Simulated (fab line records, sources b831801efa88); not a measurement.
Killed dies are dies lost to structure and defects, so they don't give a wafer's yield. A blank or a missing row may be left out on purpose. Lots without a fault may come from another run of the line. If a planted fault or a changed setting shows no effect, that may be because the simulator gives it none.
A lot that was struck, set against a sound lot + flow sky130 + 22 steps out of a route of 708
Sound: these wafers, L959.2, L959.4, L959.5. Struck: wafer L970.4. (L970.6 of the same lot was not struck and is left out.) The cause comes at the end.
Order at every step that has rows: each side's tool, ch and its chambers, its first start. Under that, the readings that differ: sound wafers + struck wafers + difference of the means + sigmas: that difference in standard deviations of wafers without a fault.
alike: readings whose means differ by less than 2 such deviations, and words and numbers that are the same on both sides. not compared: withheld readings, readings that some wafer has no value for, bounds like >300 that may hide the same value, and numbers for which the record gives no deviation and whose values overlap.
The two part at a step that has a row with sigmas, a row that says differs or no value, or rows on one side only. When numbers do not overlap yet have no deviation, they are printed without sigmas and do not part them. Lack of a reading on every wafer of one side parts them only where that side has two or more wafers.

first, 5 steps without rows for these wafers: SKY_VT_ADJUST_HVTP_COAT_02 (resist thk 1140 nm); SKY_VT_ADJUST_HVTP_SOFTBAKE_03 (time 60 s); SKY_VT_ADJUST_HVTP_EXPOSE_04 (exposes mask HVTPM, target cd 380 nm); SKY_VT_ADJUST_HVTP_PEB_05; SKY_VT_ADJUST_HVTP_DEVELOP_06 (develop time 60 s).
SKY_VT_ADJUST_HVTP_CD_MEAS_07: the cd target is 380 nm.
  sound on cdSem-01, day 8 03:26; struck on cdSem-01, day 11 03:10
  alike: cdNm
SKY_VT_ADJUST_HVTP_OVL_MEAS_08:
  sound on overlay-02, day 8 03:32; struck on overlay-01, day 11 03:15
| reading                 | sound       | struck | difference | sigmas |
|-------------------------|-------------|--------|------------|--------|
| VT_ADJUST_HVTP_OVL (nm) | 2.7 3.4 4.1 | -0.6   | -4.0       | -2     |
then, 1 step without rows for these wafers: SKY_VT_ADJUST_HVTP_IMPLANT_09.
SKY_VT_ADJUST_HVTP_STRIP_10: strips in O2/N2.
  sound on plasmaAsher-02 ch 0, day 8 03:43; struck on plasmaAsher-03 ch 0, day 11 03:27
| reading           | sound          | struck | difference | sigmas |
|-------------------|----------------|--------|------------|--------|
| o2FlowSccm (sccm) | 3001 2995 3007 | 2979   | -22        | -2     |
  alike: drypumpMotorCurrentA, oesProductAu, stripTimeToEndpointS
  not compared: rfHoursCounterH
SKY_VT_ADJUST_HVTP_TW_MEAS_11:
  sound on filmMetro-04, day 8 03:49; struck on filmMetro-02, day 11 03:33
| reading           | sound          | struck | difference | sigmas |
|-------------------|----------------|--------|------------|--------|
| VT_ADJUST_HVTP_TW | 1339 1335 1331 | 1370   | +35        | +2     |
then, 2 steps without rows for these wafers: SKY_VT_ADJUST_LVTN_DEHYDRATE_00 (time 60 s); SKY_VT_ADJUST_LVTN_HMDS_01 (prime time 60 s).
SKY_VT_ADJUST_LVTN_COAT_02: resist thk 3000 nm.
  sound on lithoTrack-02 ch 0, day 8 13:32; struck on lithoTrack-02 ch 0, day 11 15:02
| reading                                         | sound             | struck | difference | sigmas |
|-------------------------------------------------|-------------------|--------|------------|--------|
| chillPlateTempC (C)                             | 23.00 23.07 23.11 | 22.77  | -0.29      | -3     |
| model.coat_of_VT_ADJUST_LVTN_COAT_02.thkNm (nm) | 3002 2993 3001    | 2518   | -481       |        |
  alike: spinSpeedRpm
then, 3 steps without rows for these wafers: SKY_VT_ADJUST_LVTN_SOFTBAKE_03; SKY_VT_ADJUST_LVTN_EXPOSE_04 (exposes mask NWM COMPLEMENT LESS NATIVE, target cd 840 nm); SKY_VT_ADJUST_LVTN_PEB_05.
SKY_VT_ADJUST_LVTN_DEVELOP_06: develop time 60 s.
  sound on lithoTrack-02 ch 0; struck on lithoTrack-04 ch 0
| reading                                         | sound          | struck | difference | sigmas |
|-------------------------------------------------|----------------|--------|------------|--------|
| model.coat_of_VT_ADJUST_LVTN_COAT_02.thkNm (nm) | 2997 2988 2997 | 2514   | -480       |        |
  alike: chillPlateTempC
SKY_VT_ADJUST_LVTN_OVL_MEAS_07:
  sound on overlay-01, day 9 00:46; struck on overlay-02, day 12 03:11
  alike: VT_ADJUST_LVTN_OVL
then, 1 step without rows for these wafers: SKY_VT_ADJUST_LVTN_IMPLANT_08.
SKY_VT_ADJUST_LVTN_STRIP_09: strips in O2/N2.
  sound on plasmaAsher-04 ch 1, day 9 00:56; struck on plasmaAsher-04 ch 0, day 12 03:23
| reading                  | sound             | struck | difference | sigmas |
|--------------------------|-------------------|--------|------------|--------|
| stripTimeToEndpointS (s) | 36.92 36.83 36.93 | 31.40  | -5.49      | -50    |
  alike: drypumpMotorCurrentA, o2FlowSccm, oesProductAu
  not compared: rfHoursCounterH
SKY_VT_ADJUST_LVTN_TW_MEAS_10:
  sound on filmMetro-01, day 9 01:05; struck on filmMetro-03, day 12 03:29
| reading           | sound             | struck | difference | sigmas |
|-------------------|-------------------|--------|------------|--------|
| VT_ADJUST_LVTN_TW | 243.4 243.9 244.3 | 241.0  | -2.9       | -3     |
-- record jumps: 38 days separate the struck wafers' starts on either side; left off in module VT_ADJUST_LVTN, taken up again in module PAD_OPEN, whose first shown step is the route's number 708 --
SKY_PAD_OPEN_PROBE_99:
  sound on prober-01, day 47 22:26; struck on prober-02, day 50 07:20
  alike: killed_at_M0_to_M3, killed_at_M4_up, killedAtContacts, killedAtFrontEnd, killedAtOther, killedDies, killedOpen, killedShort

== WHERE THEY PART ==
Earliest at SKY_VT_ADJUST_HVTP_OVL_MEAS_08; latest, in this record, at SKY_VT_ADJUST_LVTN_TW_MEAS_10. Later steps at which nothing parts them and some readings are alike: SKY_PAD_OPEN_PROBE_99.

WHY: whatever the simulator had introduced
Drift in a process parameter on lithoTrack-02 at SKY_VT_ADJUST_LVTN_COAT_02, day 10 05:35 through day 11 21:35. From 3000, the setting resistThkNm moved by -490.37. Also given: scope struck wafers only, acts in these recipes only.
